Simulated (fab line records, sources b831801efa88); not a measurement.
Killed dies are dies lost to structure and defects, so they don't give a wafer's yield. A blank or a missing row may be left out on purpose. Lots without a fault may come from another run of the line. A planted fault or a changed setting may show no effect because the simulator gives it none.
Which tool did it? | flow gf180mcu | 7 lots, 21 wafers sampled, at 2 steps of a route of 602

WHAT THE GAUGES READ, wafer by wafer
GF_DNWELL_TW_MEAS_09.
lot  | measured    | on            | DNWELL_TW
L762 | day 3 02:08 | film_metro-04 | 1340 1339 1347
L764 | day 3 10:16 | film_metro-04 | 1360 1348 1359
L768 | day 4 07:10 | film_metro-02 | 1380 1381 1384
L772 | day 5 05:34 | film_metro-02 | 1387 1375 1380
L774 | day 5 15:43 | film_metro-02 | 1378 1379 1383
L779 | day 6 17:34 | film_metro-02 | 1552 1550 1554 1561 1559 1563
L781 | day 7 04:28 | film_metro-04 | 1517 1526 1509 1519 1526 1525

WHICH TOOL RAN EACH LOT (tool, then ch and the chambers of the sampled wafers, then the start)
lot  | GF_DNWELL_IMPLANT_07
L762 | implanter-02 ch 0, day 3 01:52
L764 | implanter-01 ch 0, day 3 10:01
L768 | implanter-04 ch 0, day 4 06:46
L772 | implanter-02 ch 0, day 5 05:16
L774 | implanter-04 ch 0, day 5 15:28
L779 | implanter-04 ch 0, day 6 17:19
L781 | implanter-04 ch 0, day 7 04:13
- GF_DNWELL_IMPLANT_07

THE ANSWER, worked out from the rows above alone
Rule: what is usual is taken from the lots themselves. Put in order of their means at a reading, lots are off if they are a third of the lots or fewer, leave a main group of 4 or more, and stand apart from it by a gap of 3 or more times the standard deviation of the main group's means; of several such gaps the widest counts. A main group whose means are all the same, to the digits that the tables above print for the reading, isn't used. A lot without any number at a reading at which 4 lots or more have one is off too. The other lots that the step has rows for count as sound.
Off: L779, L781, at GF_DNWELL_TW_MEAS_09 (DNWELL_TW). The main group: mean 1368, standard deviation 16.
A tool fits if, at a process step before that reading, it ran every lot that is off, and no sound lot after the first of them. The gauges at GF_DNWELL_TW_MEAS_09 are tried like those tools. One fits: implanter-04 at GF_DNWELL_IMPLANT_07. Its last sound lot is L774 (day 5 15:28), its first lot that is off L779 (day 6 17:19): a fault that began between those two fits.

WHAT THE SIMULATOR HAD PUT IN
Process parameter drift: implanter-04, from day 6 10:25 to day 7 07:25, at GF_DNWELL_IMPLANT_07. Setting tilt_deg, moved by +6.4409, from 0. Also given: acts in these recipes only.
Lots struck among those shown: L779, L781. The rule above found the same.
